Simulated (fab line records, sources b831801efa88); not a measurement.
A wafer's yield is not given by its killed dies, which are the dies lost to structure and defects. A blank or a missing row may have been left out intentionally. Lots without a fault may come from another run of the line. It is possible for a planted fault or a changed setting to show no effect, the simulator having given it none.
What tool caused it? || flow sky130 || 13 lots, 39 wafers sampled, at 2 steps of a route of 708

## WHAT EACH GAUGE READ, for each wafer
No reading from a measuring or inspecting step in the record can be judged against a usual standard deviation.

## WHAT TOOL EACH LOT RAN ON (gives the tool, then ch and the chambers of the sampled wafers, and finally the start)
{"lot": "L308", "SKY_VIA3_CMP_02": "cmp-01 ch 0,1, day 39 05:54", "SKY_VIA3_ETCH_15": "rieDiel-01 ch 1,2,3, day 40 07:27"}
{"lot": "L310", "SKY_VIA3_CMP_02": "cmp-01 ch 1,2,3, day 39 18:53", "SKY_VIA3_ETCH_15": "rieDiel-03 ch 0,1,3, day 40 20:19"}
{"lot": "L311", "SKY_VIA3_CMP_02": "cmp-02 ch 0,2,3, day 39 22:19", "SKY_VIA3_ETCH_15": "rieDiel-01 ch 1,2,3, day 40 22:52"}
{"lot": "L312", "SKY_VIA3_CMP_02": "cmp-01 ch 2,3, day 40 08:35", "SKY_VIA3_ETCH_15": "rieDiel-04 ch 0,1,2, day 41 09:40"}
{"lot": "L314", "SKY_VIA3_CMP_02": "cmp-01 ch 0,1,2, day 40 23:11", "SKY_VIA3_ETCH_15": "rieDiel-04 ch 2,3, day 41 22:42"}
{"lot": "L313", "SKY_VIA3_CMP_02": "cmp-01 ch 1,2,3, day 41 02:59", "SKY_VIA3_ETCH_15": "rieDiel-04 ch 0,1,2, day 42 02:53"}
{"lot": "L315", "SKY_VIA3_CMP_02": "cmp-02 ch 0,1,2, day 41 05:23", "SKY_VIA3_ETCH_15": "rieDiel-04 ch 0,2,3, day 42 04:52"}
{"lot": "L316", "SKY_VIA3_CMP_02": "cmp-02 ch 1,3, day 41 06:49", "SKY_VIA3_ETCH_15": "rieDiel-01 ch 0,1,2, day 42 06:50"}
{"lot": "L317", "SKY_VIA3_CMP_02": "cmp-01 ch 0,1,2, day 41 07:58", "SKY_VIA3_ETCH_15": "rieDiel-04 ch 0,2,3, day 42 07:40"}
{"lot": "L318", "SKY_VIA3_CMP_02": "cmp-01 ch 0,1,2, day 42 12:11", "SKY_VIA3_ETCH_15": "rieDiel-04 ch 0,1,2, day 43 11:36"}
{"lot": "L319", "SKY_VIA3_CMP_02": "cmp-02 ch 0,1,2, day 42 13:15", "SKY_VIA3_ETCH_15": "rieDiel-01 ch 1,2,3, day 43 13:04"}
{"lot": "L322", "SKY_VIA3_CMP_02": "cmp-01 ch 0,1,3, day 42 20:11", "SKY_VIA3_ETCH_15": "rieDiel-04 ch 0,1,3, day 43 19:39"}
{"lot": "L329", "SKY_VIA3_CMP_02": "cmp-02 ch 1,2,3, day 44 13:20", "SKY_VIA3_ETCH_15": "rieDiel-04 ch 1,3, day 45 11:48"}
- SKY_VIA3_CMP_02: polishes SiO2.
- SKY_VIA3_ETCH_15: etches SiO2 in C4F8/O2/Ar, stops on TiN, target depth 507 nm, time 78 s.

## WHAT THE TOOLS THEMSELVES READ (means of the sampled wafers that have a number; where no wafer has one, the mark that the record gives instead)
SKY_VIA3_CMP_02.
{"lot": "L308", "tool": "cmp-01", "motorCurrentA (A)": 11.8}
{"lot": "L310", "tool": "cmp-01", "motorCurrentA (A)": 12.3}
{"lot": "L311", "tool": "cmp-02", "motorCurrentA (A)": 11.1}
{"lot": "L312", "tool": "cmp-01", "motorCurrentA (A)": 12.4}
{"lot": "L314", "tool": "cmp-01", "motorCurrentA (A)": 11.6}
{"lot": "L313", "tool": "cmp-01", "motorCurrentA (A)": 11.5}
{"lot": "L315", "tool": "cmp-02", "motorCurrentA (A)": 12.4}
{"lot": "L316", "tool": "cmp-02", "motorCurrentA (A)": 12.8}
{"lot": "L317", "tool": "cmp-01", "motorCurrentA (A)": 11.6}
{"lot": "L318", "tool": "cmp-01", "motorCurrentA (A)": 11.6}
{"lot": "L319", "tool": "cmp-02", "motorCurrentA (A)": 12.2}
{"lot": "L322", "tool": "cmp-01", "motorCurrentA (A)": 11.7}
{"lot": "L329", "tool": "cmp-02", "motorCurrentA (A)": 11.5}

SKY_VIA3_ETCH_15.
{"lot": "L308", "tool": "rieDiel-01", "oesProductAu (a.u.)": 0.946, "rfFwdPowerW (W)": 1488}
{"lot": "L310", "tool": "rieDiel-03", "oesProductAu (a.u.)": 0.949, "rfFwdPowerW (W)": 1489}
{"lot": "L311", "tool": "rieDiel-01", "oesProductAu (a.u.)": 0.952, "rfFwdPowerW (W)": 1490}
{"lot": "L312", "tool": "rieDiel-04", "oesProductAu (a.u.)": 0.946, "rfFwdPowerW (W)": 1495}
{"lot": "L314", "tool": "rieDiel-04", "oesProductAu (a.u.)": 0.946, "rfFwdPowerW (W)": 1494}
{"lot": "L313", "tool": "rieDiel-04", "oesProductAu (a.u.)": 0.947, "rfFwdPowerW (W)": 1490}
{"lot": "L315", "tool": "rieDiel-04", "oesProductAu (a.u.)": 0.948, "rfFwdPowerW (W)": 1493}
{"lot": "L316", "tool": "rieDiel-01", "oesProductAu (a.u.)": 0.945, "rfFwdPowerW (W)": 1489}
{"lot": "L317", "tool": "rieDiel-04", "oesProductAu (a.u.)": 0.950, "rfFwdPowerW (W)": 1488}
{"lot": "L318", "tool": "rieDiel-04", "oesProductAu (a.u.)": 0.943, "rfFwdPowerW (W)": 1494}
{"lot": "L319", "tool": "rieDiel-01", "oesProductAu (a.u.)": 0.945, "rfFwdPowerW (W)": 1492}
{"lot": "L322", "tool": "rieDiel-04", "oesProductAu (a.u.)": 0.963, "rfFwdPowerW (W)": 1491}
{"lot": "L329", "tool": "rieDiel-04", "oesProductAu (a.u.)": 0.946, "rfFwdPowerW (W)": 1491}

## THE ANSWER, worked out from the rows above alone
Rule: the lots themselves supply what counts as usual. The widest of any qualifying gaps counts: lots, ordered by their means at a reading, are off when they make up no more than a third of the lots, leave a main group of 4 or more, and stand apart from it by 3 or more times the standard deviation of that group's means. A main group whose means are all the same, to the digits that the tables above print for the reading, isn't used. A lot without any number at a reading at which 4 lots or more have one is off too. All remaining lots with rows at the step are treated as sound. First the gauges in route order, then the tools' own readings, where a lot's mean is used as printed above. At the first step where some lot is off, the reading lying furthest off is the one used; lots without a number count as furthest.
Off at SKY_VIA3_ETCH_15 (oesProductAu): L322. The main group: mean 0.947 a.u., standard deviation 0.0024.
A tool fits if, at that step or a process step before it, it ran every lot that is off, and no sound lot after the first of them. One candidate fits, namely cmp-01 at SKY_VIA3_CMP_02. A fault onset in the window from L318 (day 42 12:11, its last sound lot) to L322 (day 42 20:11, its first lot off) fits.

## WHAT THE SIMULATOR HAD INSERTED
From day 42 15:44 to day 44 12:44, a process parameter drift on cmp-01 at SKY_VIA3_CMP_02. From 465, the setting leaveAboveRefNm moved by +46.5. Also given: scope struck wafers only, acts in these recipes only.
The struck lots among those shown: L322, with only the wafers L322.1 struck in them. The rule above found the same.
